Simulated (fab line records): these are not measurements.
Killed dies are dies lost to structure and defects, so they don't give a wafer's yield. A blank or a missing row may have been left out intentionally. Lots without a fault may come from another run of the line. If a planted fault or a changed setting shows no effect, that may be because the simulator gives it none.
fab line records | flow sky130
record lots=14 wafers=42 last-day=50
route steps=708 shown VIA1@481 VIA2@519 METAL3@565 VIA3@587 METAL4@598
lots with no fault: from the same line, run without faults
start-h: the number of hours between the record's first day and the start of the first shown wafer of the lot | wait-h: hours since the lot's step before | " unchanged from the row above | L1.1+2: a single row standing in for several wafers | - either no value or no given start | * or withheld: withheld | < > ~ a bound
route shown NAME@n: NAME is a module with steps in the file, n the number in the route of the first one | usual: mean and standard deviation over wafers with no fault | same: alike in all rows | chamber/n: place in a boat | sites: the reading at each site | _std_site: the values' standard deviation | _edge_site: mean of outer sites minus mean of inner sites | radius-mm: for every site, how far away it sits from the centre of the wafer | mask NAME#n: copy n | behind: the most recent tool/chamber to have shaped the wafer | hold: cause of the lot's hold/its duration in hours/its outcome | device: names the non-switching transistor (n, p or np) | end of line: the route-end tests of the same wafers | for a step that has no rows: nothing shown but its recipe | killed: the dies lost at the first sort to structure and to defects; this is not the yield of the wafer | map: per-die view of a wafer (x killed, . not killed, _ where there is no die)
set.NAME: the setting as run; set.NAME@STEP: as run at that earlier step | model.NAME: the simulator's own value behind a step, which no gauge read
a sample of lots followed through the steps of the route, with each step as a table and each wafer as a row
services: a tool's chamber out of use, with start hour (start-h, from the record's first day; less than 0 if before it), hours out, and reason
## steps
# step SKY_VIA1_THK_MEAS_23
# recipe thk-meas-gauge=xrf reads=W_of_VIA1_CVD_21
# usual VIA1_W_THK=267/4.7
# columns lot.wafer tool chamber start-h wait-h VIA1_W_THK[nm]
L643.2 film-metro-01 - 786.19 0.1 271
L643.3 " - " " 264
L643.6 " - " " 265
L644.1 film-metro-04 - 798.71 0.1 264
L644.3 " - " " 268
L644.6 " - " " 267
L645.4 film-metro-02 - 819.71 0.1 262
L645.5 " - " " 261
L645.6 " - " " 264
L646.1 film-metro-04 - 823.68 0.1 275
L646.4 " - " " 267
L646.5 " - " " 272
L647.3 film-metro-02 - 826.85 0.1 263
L647.4 " - " " 264
L647.6 " - " " 262
L648.1 film-metro-04 - 832.53 0.1 267
L648.5 " - " " 277
L648.6 " - " " 270
L649.2 film-metro-02 - 844.01 0.1 267
L649.3 " - " " 261
L649.5 " - " " 271
L650.1 film-metro-01 - 847.92 0.1 266
L650.2 " - " " 265
L650.5 " - " " 264
L651.1 film-metro-04 - 853.44 0.1 271
L651.2 " - " " 271
L651.3 " - " " 270
L652.2 film-metro-02 - 862.86 0.1 264
L652.4 " - " " 265
L652.6 " - " " 265
L654.3 film-metro-02 - 884.93 0.1 263
L654.4 " - " " 266
L654.5 " - " " 265
L659.1 film-metro-01 - 926.71 0.1 262
L659.3 " - " " 267
L659.5 " - " " 260
L660.4 film-metro-04 - 943.53 0.1 276
L660.5 " - " " 272
L660.6 " - " " 271
L666.2 film-metro-01 - 964.92 0.1 261
L666.3 " - " " 260
L666.4 " - " " 259
# step SKY_VIA2_CD_MEAS_12
# recipe target-cd-nm=200
# usual cd-nm=199.8/1.3
# columns lot.wafer tool chamber start-h wait-h cd-nm
L643.2 cd-sem-02 - 842.82 - 199.7
L643.3 " - " " 199.8
L643.6 " - " " 200.0
L644.1 cd-sem-01 - 854.99 - 202.1
L644.3 " - " " 203.2
L644.6 " - " " 202.4
L645.4 cd-sem-01 - 874.30 - 200.7
L645.5 " - " " 198.8
L645.6 " - " " 197.7
L646.1 cd-sem-02 - 879.05 - 200.1
L646.4 " - " " 199.6
L646.5 " - " " 200.4
L647.3 cd-sem-02 - 881.86 - 199.8
L647.4 " - " " 198.4
L647.6 " - " " 202.1
L648.1 cd-sem-02 - 887.87 - 200.4
L648.5 " - " " 199.0
L648.6 " - " " 198.8
L649.2 cd-sem-02 - 897.56 - 203.2
L649.3 " - " " 201.5
L649.5 " - " " 202.3
L650.1 cd-sem-01 - 902.29 - 199.5
L650.2 " - " " 201.5
L650.5 " - " " 201.3
L651.1 cd-sem-02 - 906.50 - 198.3
L651.2 " - " " 198.5
L651.3 " - " " 198.0
L652.2 cd-sem-01 - 915.59 - 199.9
L652.4 " - " " 198.0
L652.6 " - " " 198.8
L654.3 cd-sem-02 - 936.48 - 200.3
L654.4 " - " " 199.2
L654.5 " - " " 199.6
L659.1 cd-sem-02 - 976.90 - 200.7
L659.3 " - " " 200.3
L659.5 " - " " 201.0
L660.4 cd-sem-01 - 993.56 - 198.9
L660.5 " - " " 199.3
L660.6 " - " " 199.8
L666.2 cd-sem-02 - 1016.26 - 198.2
L666.3 " - " " 197.8
L666.4 " - " " 199.2
# step SKY_METAL3_DESCUM_15
# recipe chemistry=O2 source-power-w=150 bias-power-w=0 pressure-mtorr=10 temp-c=40 time-s=8
# usual drypump-motor-current-A=5.8/0.44 oes-product-au=0.997/0.0087
# columns lot.wafer tool chamber start-h wait-h drypump-motor-current-A oes-product-au rf-hours-counter-h
L643.2 rie-metal-03 1 897.56 0.0 6.0 0.997 -
L643.3 " 1 " " 6.0 1.001 -
L643.6 " 1 " " 6.1 1.007 -
L644.1 rie-metal-01 1 909.74 0.0 5.3 1.011 10
L644.3 " 1 " " 5.3 1.010 -
L644.6 " 0 " " 6.4 0.997 -
L645.4 rie-metal-01 0 927.00 0.0 6.4 0.994 -
L645.5 " 1 " " 5.3 1.015 -
L645.6 " 0 " " 6.4 0.997 -
L646.1 rie-metal-03 1 931.00 0.0 6.0 0.984 17
L646.4 " 1 " " 6.0 0.994 -
L646.5 " 0 " " 5.4 0.988 -
L647.3 rie-metal-01 1 935.18 0.0 5.3 1.022 -
L647.4 " 0 " " 6.4 0.995 -
L647.6 " 1 " " 5.3 1.011 -
L648.1 rie-metal-01 1 939.65 0.0 5.3 1.012 12
L648.5 " 0 " " 6.4 0.990 -
L648.6 " 1 " " 5.3 1.003 -
L649.2 rie-metal-04 1 949.34 0.0 6.1 0.985 13
L649.3 " 0 " " 5.7 0.980 -
L649.5 " 0 " " 5.7 0.983 -
L650.1 rie-metal-03 1 954.87 0.0 6.0 0.998 18
L650.2 " 0 " " 5.3 0.999 2
L650.5 " 1 " " 6.1 0.997 -
L651.1 rie-metal-04 0 957.70 0.0 5.7 0.992 15
L651.2 " 1 " " 6.0 0.995 13
L651.3 " 1 " " 6.0 0.987 -
L652.2 rie-metal-01 0 967.25 0.0 6.4 0.991 11
L652.4 " 1 " " 5.3 1.008 -
L652.6 " 0 " " 6.4 0.995 -
L654.3 rie-metal-04 1 991.06 0.0 6.0 0.998 -
L654.4 " 0 " " 5.7 0.994 -
L654.5 " 1 " " 6.0 0.987 -
L659.1 rie-metal-04 0 1025.22 0.0 5.7 0.993 19
L659.3 " 1 " " 6.0 0.982 -
L659.5 " 1 " " 6.0 0.995 -
L660.4 rie-metal-01 1 1041.46 0.0 5.3 0.999 -
L660.5 " 1 " " 5.3 0.995 -
L660.6 " 0 " " 6.4 0.975 -
L666.2 rie-metal-03 1 1063.57 0.0 6.0 1.002 0
L666.3 " 0 " " 5.4 1.002 -
L666.4 " 1 " " 6.0 1.005 -
# step SKY_VIA3_ETCH_14
# recipe chemistry=N2/H2 target=BARC ion-energy-ev=200 source-w=500 bias-w=100 pressure-mtorr=30 n2-flow-sccm=100 h2-flow-sccm=200 stop-on=SiO2 time-s=45.9 target-depth-a=600
# usual bias-w=100.00/0.3 drypump-motor-current-A=5.7/0.53 oes-product-au=0.854/0.0048 run-length-s=74.3/0.49 throttle-valve-pct=13.226/0.0093
# columns lot.wafer tool chamber start-h wait-h bias-w drypump-motor-current-A oes-product-au rf-hours-counter-h run-length-s throttle-valve-pct
L643.2 rie-diel-03 0 924.20 0.0 100.30 4.9 0.852 14 73.4 13.229
L643.3 " 3 " " 100.01 5.7 0.851 11 74.3 13.223
L643.6 " 3 " " 99.62 5.7 0.855 - 74.8 13.223
L644.1 rie-diel-02 0 935.85 0.0 100.14 5.8 0.854 10 75.1 13.227
L644.3 " 3 " " 100.24 5.8 0.860 14 74.7 13.228
L644.6 " 3 " " 99.84 5.8 0.852 - 74.6 13.236
L645.4 rie-diel-03 1 952.29 0.0 100.51 4.8 0.864 9 74.9 13.214
L645.5 " 0 " " 99.57 4.9 0.858 - 73.7 13.214
L645.6 " 3 " " 99.67 5.7 0.860 - 74.5 13.214
L646.1 rie-diel-04 3 956.75 0.0 99.39 5.8 0.851 15 75.2 13.224
L646.4 " 2 " " 99.73 5.7 0.855 20 74.5 13.213
L646.5 " 0 " " 99.65 5.0 0.861 - 73.4 13.229
L647.3 rie-diel-02 2 960.83 0.0 99.76 5.5 0.862 7 74.8 13.224
L647.4 " 2 " " 100.01 5.5 0.864 - 74.6 13.222
L647.6 " 1 " " 100.02 6.0 0.848 - 74.5 13.217
L648.1 rie-diel-04 2 965.53 0.0 100.27 5.7 0.853 20 74.0 13.250
L648.5 " 3 " " 100.50 5.8 0.858 - 74.7 13.214
L648.6 " 0 " " 100.49 5.1 0.855 - 73.4 13.215
L649.2 rie-diel-04 3 975.37 0.0 99.31 5.8 0.852 16 75.0 13.224
L649.3 " 1 " " 99.98 6.8 0.861 19 73.7 13.234
L649.5 " 2 " " 100.01 5.6 0.862 - 74.8 13.220
L650.1 rie-diel-03 2 980.87 0.0 99.63 6.1 0.848 20 74.7 13.216
L650.2 " 1 " " 99.67 4.8 0.849 10 74.8 13.219
L650.5 " 1 " " 100.14 4.8 0.857 - 75.0 13.234
L651.1 rie-diel-04 3 983.15 0.0 100.08 5.8 0.851 16 75.1 13.219
L651.2 " 2 " " 99.62 5.7 0.853 21 74.0 13.228
L651.3 " 1 " " 99.40 6.8 0.858 19 73.9 13.219
L652.2 rie-diel-03 3 992.50 0.0 99.98 5.7 0.853 13 74.3 13.215
L652.4 " 0 " " 100.04 4.9 0.858 16 73.6 13.217
L652.6 " 3 " " 100.31 5.7 0.850 - 74.1 13.218
L654.3 rie-diel-03 1 1015.25 0.0 99.76 4.9 0.852 11 74.7 13.230
L654.4 " 3 " " 100.31 5.7 0.860 14 74.1 13.228
L654.5 " 0 " " 100.01 4.9 0.853 - 74.3 13.230
L659.1 rie-diel-04 1 1049.62 0.0 - 6.8 1.009 21 47.2 13.249
L659.3 " 3 " " 100.09 5.8 0.848 19 75.0 13.239
L659.5 " 1 " " - 6.8 1.002 - 47.5 13.238
L660.4 rie-diel-04 0 1065.43 0.0 99.88 5.1 0.855 4 73.6 13.221
L660.5 " 1 " " - 6.8 0.998 - 47.6 13.235
L660.6 " 2 " " 99.63 5.6 0.857 - 74.2 13.224
L666.2 rie-diel-03 2 1086.45 0.0 100.18 6.1 0.851 23 74.4 13.229
L666.3 " 0 " " 100.15 4.9 0.852 19 74.0 13.221
L666.4 " 1 " " 100.04 4.8 0.857 13 74.6 13.221
# step SKY_VIA3_ETCH_15
# recipe target=SiO2 chemistry=C4F8/O2/Ar target-depth-nm=507 stop-on=TiN mask-material=KrF-thick source-w=1500 bias-w=1200 pressure-mtorr=40 c4f8-flow-sccm=withheld O2_flow_sccm=6 Ar_flow_sccm=300 time-s=78
# usual bias-w=1200/3.5 oes-product-au=0.946/0.0049 run-length-s=106.4/0.49
# columns lot.wafer tool chamber start-h wait-h bias-w oes-product-au rf-hours-counter-h run-length-s
L643.2 rie-diel-03 0 924.25 0.0 1199 0.945 14 105.5
L643.3 " 3 " " 1205 0.948 11 106.5
L643.6 " 3 " " 1206 0.943 - 106.5
L644.1 rie-diel-02 0 935.89 0.0 1202 0.947 10 106.8
L644.3 " 3 " " 1192 0.941 14 106.6
L644.6 " 3 " " 1199 0.945 - 106.9
L645.4 rie-diel-03 1 952.34 0.0 1195 0.944 9 106.6
L645.5 " 0 " " 1200 0.948 - 105.5
L645.6 " 3 " " 1199 0.949 - 106.4
L646.1 rie-diel-04 3 956.80 0.0 1198 0.955 16 107.2
L646.4 " 2 " " 1202 0.950 20 106.1
L646.5 " 0 " " 1194 0.947 - 105.5
L647.3 rie-diel-02 2 960.87 0.0 1200 0.943 7 107.0
L647.4 " 2 " " 1196 0.951 - 106.8
L647.6 " 1 " " 1203 0.949 - 106.1
L648.1 rie-diel-04 2 965.57 0.0 1201 0.949 20 106.4
L648.5 " 3 " " 1196 0.944 - 106.9
L648.6 " 0 " " 1198 0.943 - 105.8
L649.2 rie-diel-04 3 975.42 0.0 1197 0.948 16 106.7
L649.3 " 1 " " 1197 0.947 19 105.8
L649.5 " 2 " " 1198 0.945 - 106.5
L650.1 rie-diel-03 2 980.92 0.0 1204 0.942 20 107.0
L650.2 " 1 " " 1202 0.939 10 106.7
L650.5 " 1 " " 1199 0.947 - 106.7
L651.1 rie-diel-04 3 983.20 0.0 1201 0.945 16 106.9
L651.2 " 2 " " 1203 0.943 21 106.4
L651.3 " 1 " " 1204 0.947 19 106.1
L652.2 rie-diel-03 3 992.55 0.0 1203 0.948 13 106.3
L652.4 " 0 " " 1203 0.941 16 105.7
L652.6 " 3 " " 1200 0.946 - 106.1
L654.3 rie-diel-03 1 1015.30 0.0 1195 0.950 11 106.7
L654.4 " 3 " " 1203 0.945 14 106.4
L654.5 " 0 " " 1204 0.948 - 105.7
L659.1 rie-diel-04 1 1049.67 0.0 1198 0.380 21 105.7
L659.3 " 3 " " 1200 0.941 19 107.4
L659.5 " 1 " " 1206 0.378 - 106.2
L660.4 rie-diel-04 0 1065.47 0.0 1197 0.945 5 105.9
L660.5 " 1 " " 1199 0.382 - 106.1
L660.6 " 2 " " 1198 0.941 - 106.2
L666.2 rie-diel-03 2 1086.50 0.0 1202 0.941 23 106.3
L666.3 " 0 " " 1202 0.955 19 105.9
L666.4 " 1 " " 1202 0.939 13 106.7
# step SKY_VIA3_STRIP_16
# recipe chemistry=O2/N2 power-w=1400 pressure-mtorr=1500 platen-temp-c=withheld o2-flow-sccm=3000 n2-flow-sccm=300 overash-fraction=0.5
# usual drypump-motor-current-A=5.9/0.48 oes-product-au=0.401/0.0044 strip-time-to-endpoint-s=4.128/0.024
# columns lot.wafer tool chamber start-h wait-h drypump-motor-current-A oes-product-au rf-hours-counter-h strip-time-to-endpoint-s
L643.2 plasma-asher-01 0 924.31 0.0 6.1 0.402 22 4.128
L643.3 " 1 " " 5.4 0.390 - 4.158
L643.6 " 1 " " 5.4 0.402 - 4.126
L644.1 plasma-asher-01 1 935.95 0.0 5.4 0.393 23 4.117
L644.3 " 1 " " 5.4 0.409 - 4.152
L644.6 " 0 " " 6.1 0.400 - 4.136
L645.4 plasma-asher-02 0 952.43 0.1 6.4 0.398 - 4.130
L645.5 " 0 " " 6.4 0.402 - 4.127
L645.6 " 1 " " 6.3 0.399 - 4.109
L646.1 plasma-asher-02 1 956.86 0.0 6.3 0.393 57 4.136
L646.4 " 1 " " 6.3 0.402 - 4.139
L646.5 " 1 " " 6.3 0.400 - 4.159
L647.3 plasma-asher-02 0 960.96 0.1 6.4 0.405 - 4.148
L647.4 " 1 " " 6.3 0.395 - 4.153
L647.6 " 0 " " 6.4 0.402 - 4.160
L648.1 plasma-asher-03 1 965.63 0.0 5.8 0.395 119 4.138
L648.5 " 1 " " 5.7 0.403 - 4.131
L648.6 " 0 " " 5.0 0.399 - 4.141
L649.2 plasma-asher-01 1 975.48 0.0 5.4 0.400 26 4.117
L649.3 " 0 " " 6.1 0.408 - 4.128
L649.5 " 0 " " 6.1 0.402 - 4.118
L650.1 plasma-asher-01 0 980.98 0.0 6.1 0.396 26 4.108
L650.2 " 1 " " 5.4 0.403 26 4.156
L650.5 " 0 " " 6.1 0.405 - 4.194
L651.1 plasma-asher-01 0 983.26 0.0 6.1 0.402 27 4.118
L651.2 " 1 " " 5.4 0.406 27 4.139
L651.3 " 0 " " 6.1 0.403 - 4.131
L652.2 plasma-asher-01 1 992.61 0.0 5.4 0.400 28 4.117
L652.4 " 0 " " 6.1 0.396 - 4.154
L652.6 " 1 " " 5.4 0.402 - 4.105
L654.3 plasma-asher-03 1 1015.39 0.1 5.8 0.405 - 4.177
L654.4 " 0 " " 5.0 0.407 - 4.160
L654.5 " 0 " " 5.0 0.404 - 4.160
L659.1 plasma-asher-02 0 1049.73 0.0 6.4 0.410 67 4.368
L659.3 " 1 " " 6.3 0.406 - 4.106
L659.5 " 0 " " 6.4 0.410 - 4.360
L660.4 plasma-asher-02 0 1065.57 0.1 6.4 0.404 - 4.136
L660.5 " 1 " " 6.3 0.414 - 4.411
L660.6 " 0 " " 6.4 0.401 - 4.148
L666.2 plasma-asher-02 1 1086.56 0.0 6.3 0.395 71 4.108
L666.3 " 0 " " 6.4 0.400 - 4.151
L666.4 " 1 " " 6.3 0.407 - 4.175
# step SKY_METAL4_SPUTTER_00
# recipe material=Ti target-thk-nm=15 power-w=3000 time-s=10 chamber-pressure-pa=0.4
# usual throttle-valve-pct=30.1/1.2
# columns lot.wafer tool chamber start-h wait-h throttle-valve-pct
L643.2 pvd-sputter-03 - 925.58 0.2 30.5
L643.3 " - " " 29.5
L643.6 " - " " 29.5
L644.1 pvd-sputter-02 - 937.21 0.1 27.8
L644.3 " - " " 28.8
L644.6 " - " " 30.3
L645.4 pvd-sputter-02 - 953.66 0.1 29.3
L645.5 " - " " 28.2
L645.6 " - " " 29.5
L646.1 pvd-sputter-04 - 958.11 0.1 31.5
L646.4 " - " " 32.4
L646.5 " - " " 32.5
L647.3 pvd-sputter-02 - 962.22 0.2 28.0
L647.4 " - " " 29.4
L647.6 " - " " 29.0
L648.1 pvd-sputter-02 - 966.89 0.2 29.0
L648.5 " - " " 28.0
L648.6 " - " " 30.3
L649.2 pvd-sputter-02 - 976.73 0.1 30.3
L649.3 " - " " 28.0
L649.5 " - " " 30.4
L650.1 pvd-sputter-02 - 982.35 0.1 29.5
L650.2 " - " " 30.6
L650.5 " - " " 28.7
L651.1 pvd-sputter-02 - 984.63 0.2 30.5
L651.2 " - " " 28.1
L651.3 " - " " 28.6
L652.2 pvd-sputter-04 - 993.94 0.1 31.1
L652.4 " - " " 31.6
L652.6 " - " " 31.2
L654.3 pvd-sputter-03 - 1016.64 0.2 30.1
L654.4 " - " " 29.5
L654.5 " - " " 29.4
L659.3 pvd-sputter-03 - 1050.98 0.1 30.4
L660.4 pvd-sputter-02 - 1067.21 0.1 28.0
L660.6 " - " " 28.3
L666.2 pvd-sputter-03 - 1088.11 0.2 31.5
L666.3 " - " " 30.5
L666.4 " - " " 30.5
## services
# columns tool chamber start-h hours kind
rie-metal-03 - 880.64 0.6 repair
rie-diel-03 1 890.32 47.8 repair
rie-diel-04 0 914.05 2.3 repair
pvd-sputter-03 - 931.22 1.7 repair
rie-diel-03 - 938.95 2.8 pm
pvd-sputter-03 - 942.46 1.6 repair
rie-diel-02 0 950.75 7.5 repair
rie-diel-02 3 959.75 7.5 repair
plasma-asher-01 - 960.59 14.3 repair
rie-diel-02 0 961.73 7.6 repair
rie-diel-03 1 965.04 5.9 repair
rie-diel-02 - 970.00 2.8 pm
rie-metal-01 1 980.49 15.3 repair
rie-diel-02 1 984.71 122.1 repair
rie-metal-03 0 994.42 15.9 repair
rie-diel-03 3 1009.27 4.5 repair
rie-metal-04 - 1010.92 2.8 pm
rie-diel-02 2 1012.39 7.3 repair
rie-diel-02 0 1016.00 9.5 repair
plasma-asher-02 - 1027.01 3.2 repair
rie-diel-03 - 1031.84 0.9 repair
rie-diel-02 - 1039.46 0.7 repair
plasma-asher-01 - 1047.98 6.6 repair
rie-metal-04 - 1051.05 0.1 repair
## key
first-sign step=SKY_VIA3_ETCH_14 reading=run-length-s direction=down sigmas=55 usual=* struck=*
effect step=SKY_VIA3_ETCH_14 reading=oes-product-au direction=up sigmas=31 usual=0.854 struck=1.003
effect step=SKY_VIA3_ETCH_15 reading=oes-product-au direction=down sigmas=99+ usual=0.946 struck=0.380
effect step=SKY_VIA3_STRIP_16 reading=strip-time-to-endpoint-s direction=up sigmas=10 usual=* struck=*
effect step=SKY_METAL4_SPUTTER_00 reading=visit direction=missing
met-at SKY_VIA3_ETCH_14
struck-lots L659,L660
struck-wafers L659.1,L659.5,L660.5
later-rows-left-out L659.1,L659.5,L660.5
sort-left-out L659.1,L659.5,L660.5
not-acting-at SKY_VIA1_THK_MEAS_23,SKY_VIA2_CD_MEAS_12,SKY_METAL3_DESCUM_15
onset-between 983.15 1049.62
fault kind=process-parameter-drift tool=rie-diel-04 chamber=1 onset-h=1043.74 steps=SKY_VIA3_ETCH_14 channel=time-s offset=* shape=step end-h=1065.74 acts-in=* stated=*
# sort-left-out: the simulated sort isn't trusted on such a fault, so these wafers' sort isn't shown, and their yield isn't known
# later-rows-left-out: the simulator's readings of these wafers behind a module that went badly wrong aren't trusted and aren't shown, but for the sort
